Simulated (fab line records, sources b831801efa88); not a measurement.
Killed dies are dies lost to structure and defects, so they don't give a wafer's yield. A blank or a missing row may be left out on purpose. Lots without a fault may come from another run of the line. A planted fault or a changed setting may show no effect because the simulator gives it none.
A struck lot beside a sound one | flow gf180mcu | 48 steps out of a route of 602
Sound: wafers L430.3, L430.5, L430.6. Struck: wafers L419.1, L419.2, L419.3. The cause comes at the end.
At each step with rows: each side's tool, then ch and its chambers, then its first start. Under that, the readings that differ: sound wafers | struck wafers | difference of the means | sigmas: that difference in standard deviations of wafers without a fault.
alike: readings whose means differ by less than 2 such deviations, and words and numbers that are the same on both sides. not compared: withheld readings, readings that some wafer has no value for, bounds like >300 that may hide the same value, and numbers for which the record gives no deviation and whose values overlap.
The two part at a step that has a row with sigmas, a row that says differs or no value, or rows on one side only. Numbers that don't overlap but have no deviation are shown without sigmas and don't part them. A reading that every wafer of one side lacks parts them only if that side has two wafers or more.

first, 1 step without rows for these wafers: GF_STI_OXIDATION_21 (stabilise 600 s, purge 300 s, target thk 15 nm).
GF_STI_THK_MEAS_22:
  sound on film_metro-04, day 6 10:08; struck on film_metro-02, day 4 00:40
  alike: STI_OXIDATION_01_THK
then, 1 step without rows for these wafers: GF_STI_CVD_23 (deposits SiO2, target thk 650 nm, time 108.3 s).
GF_STI_THK_MEAS_24:
  sound on film_metro-02, day 6 10:16; struck on film_metro-03, day 4 00:48
  alike: STI_CVD_23_THK
GF_STI_CMP_25: polishes, stops on Si3N4, t overpolish 33 s, target thk 524.6 nm.
  sound on cmp-01 ch 0,3, day 6 10:19; struck on cmp-01 ch 0,1,2, day 4 00:55
  reading                | sound       | struck      | difference | sigmas
  time_to_endpoint_s (s) | 135 128 132 | 121 121 120 | -11        | -2
  alike: motor_current_A, overpolish_run_s, retaining_ring_pressure_frac
then, 4 steps without rows for these wafers: GF_STI_WET_ETCH_26 (etches SiO2 in dHF, target depth 94 nm, time 188 s); GF_STI_WET_ETCH_27 (etches Si3N4 in H3PO4, target depth 160 nm, time 1825 s); GF_STI_WET_ETCH_28 (etches SiO2 in dHF, target depth 20 nm, time 40 s); GF_STI_OXIDATION_29 (stabilise 600 s, purge 300 s, target thk 10 nm).
GF_STI_THK_MEAS_30:
  sound on film_metro-04, day 6 12:56; struck on film_metro-03, day 4 03:30
  alike: STI_OXIDATION_02_THK
then, 2 steps without rows for these wafers: GF_DNWELL_DEHYDRATE_00 (time 60 s); GF_DNWELL_HMDS_01 (prime time 60 s).
GF_DNWELL_COAT_02: resist thk 3000 nm.
  sound on litho_track-03 ch 0, day 6 21:11; struck on litho_track-01, day 4 09:49
  no value came back on the struck wafers for chill_plate_temp_C (C), dispense_pressure_kPa (kPa); on the sound wafers chill_plate_temp_C (C) reads 22.93 22.94 22.92
then, 5 steps without rows for these wafers: GF_DNWELL_SOFTBAKE_03; GF_DNWELL_EXPOSE_04 (exposes mask DNWELL, target cd 1700 nm); GF_DNWELL_PEB_05; GF_DNWELL_DEVELOP_06 (develop time 60 s); GF_DNWELL_IMPLANT_07.
GF_DNWELL_STRIP_08: strips in O2/N2.
  sound on plasma_asher-04 ch 0,1, day 7 05:01; struck on plasma_asher-02 ch 0,1, day 4 17:07
  no value came back on the struck wafers for oes_product_au (a.u.), strip_time_to_endpoint_s (s); on the sound wafers oes_product_au (a.u.) reads 0.703 0.712 0.704
  alike: drypump_motor_current_A, heater_power_w, n2_flow_sccm
  not compared: rf_hours_counter_h
GF_DNWELL_TW_MEAS_09:
  sound on film_metro-01, day 7 05:07; struck on film_metro-01, day 4 17:13
  alike: DNWELL_TW
then, 7 steps without rows for these wafers: GF_NWELL_DEHYDRATE_00 (time 60 s); GF_NWELL_HMDS_01 (prime time 60 s); GF_NWELL_COAT_02 (resist thk 3000 nm); GF_NWELL_SOFTBAKE_03; GF_NWELL_EXPOSE_04 (exposes mask Nwell, target cd 860 nm); GF_NWELL_PEB_05; GF_NWELL_DEVELOP_06 (develop time 60 s).
GF_NWELL_OVL_MEAS_07:
  sound on overlay-02, day 7 21:25; struck on overlay-01, day 5 06:14
  alike: NWELL_OVL
then, 2 steps without rows for these wafers: GF_NWELL_IMPLANT_08; GF_NWELL_IMPLANT_09.
GF_NWELL_STRIP_10: strips in O2/N2.
  sound on plasma_asher-04 ch 0,1, day 7 21:46; struck on plasma_asher-04 ch 0,1, day 5 06:35
  alike: drypump_motor_current_A, heater_power_w, n2_flow_sccm, oes_product_au, strip_time_to_endpoint_s
  not compared: rf_hours_counter_h
GF_NWELL_TW_MEAS_11:
  sound on film_metro-03, day 7 21:51; struck on film_metro-01, day 5 06:41
  reading  | sound          | struck         | difference | sigmas
  NWELL_TW | 1588 1589 1579 | 1848 1844 1848 | +261       | +14
then, 7 steps without rows for these wafers: GF_LVPWELL_DEHYDRATE_00 (time 60 s); GF_LVPWELL_HMDS_01 (prime time 60 s); GF_LVPWELL_COAT_02 (resist thk 3000 nm); GF_LVPWELL_SOFTBAKE_03; GF_LVPWELL_EXPOSE_04 (exposes mask LVPWELL, target cd 600 nm); GF_LVPWELL_PEB_05; GF_LVPWELL_DEVELOP_06 (develop time 60 s).
GF_LVPWELL_OVL_MEAS_07:
  sound on overlay-01, day 8 13:13; struck on overlay-02, day 5 21:10
  reading          | sound          | struck      | difference | sigmas
  LVPWELL_OVL (nm) | -0.9 -1.2 -1.6 | 2.7 0.4 1.0 | +2.6       | +2
then, 2 steps without rows for these wafers: GF_LVPWELL_IMPLANT_08; GF_LVPWELL_IMPLANT_09.
GF_LVPWELL_TW_MEAS_11:
  sound on film_metro-01, day 8 13:40; struck on film_metro-03, day 5 21:36
  reading    | sound       | struck         | difference | sigmas
  LVPWELL_TW | 564 563 566 | 1392 1385 1379 | +821       | +99 or more
GF_MVSD_TW_MEAS_11:
  sound on film_metro-03, day 9 07:06; struck on film_metro-01, day 6 13:03
  reading | sound          | struck         | difference | sigmas
  MVSD_TW | 1584 1590 1584 | 1854 1857 1866 | +273       | +15
GF_MVPSD_TW_MEAS_11:
  sound on film_metro-01, day 10 00:36; struck on film_metro-01, day 7 05:24
  reading  | sound       | struck         | difference | sigmas
  MVPSD_TW | 555 556 556 | 1378 1377 1382 | +823       | +99 or more
GF_VT_IMPLANT_TW_MEAS_10:
  sound on film_metro-04, day 10 18:34; struck on film_metro-01, day 7 21:59
  reading       | sound       | struck         | difference | sigmas
  VT_IMPLANT_TW | 554 552 552 | 1368 1381 1395 | +829       | +99 or more
GF_VT_IMPLANT_TW_MEAS_21:
  sound on film_metro-04, day 11 13:04; struck on film_metro-04, day 8 13:47
  reading         | sound          | struck         | difference | sigmas
  VT_IMPLANT_2_TW | 1192 1193 1190 | 1591 1591 1586 | +398       | +33
GF_VT_IMPLANT_TW_MEAS_32:
  sound on film_metro-02, day 12 08:21; struck on film_metro-01, day 9 06:59
  reading         | sound             | struck               | difference | sigmas
  VT_IMPLANT_3_TW | 265.5 267.2 266.1 | 1360.7 1362.8 1360.8 | +1095.2    | +99 or more

WHERE THEY PART
First at GF_STI_CMP_25; last, within this record, at GF_VT_IMPLANT_TW_MEAS_32.

WHY: what the simulator had put in
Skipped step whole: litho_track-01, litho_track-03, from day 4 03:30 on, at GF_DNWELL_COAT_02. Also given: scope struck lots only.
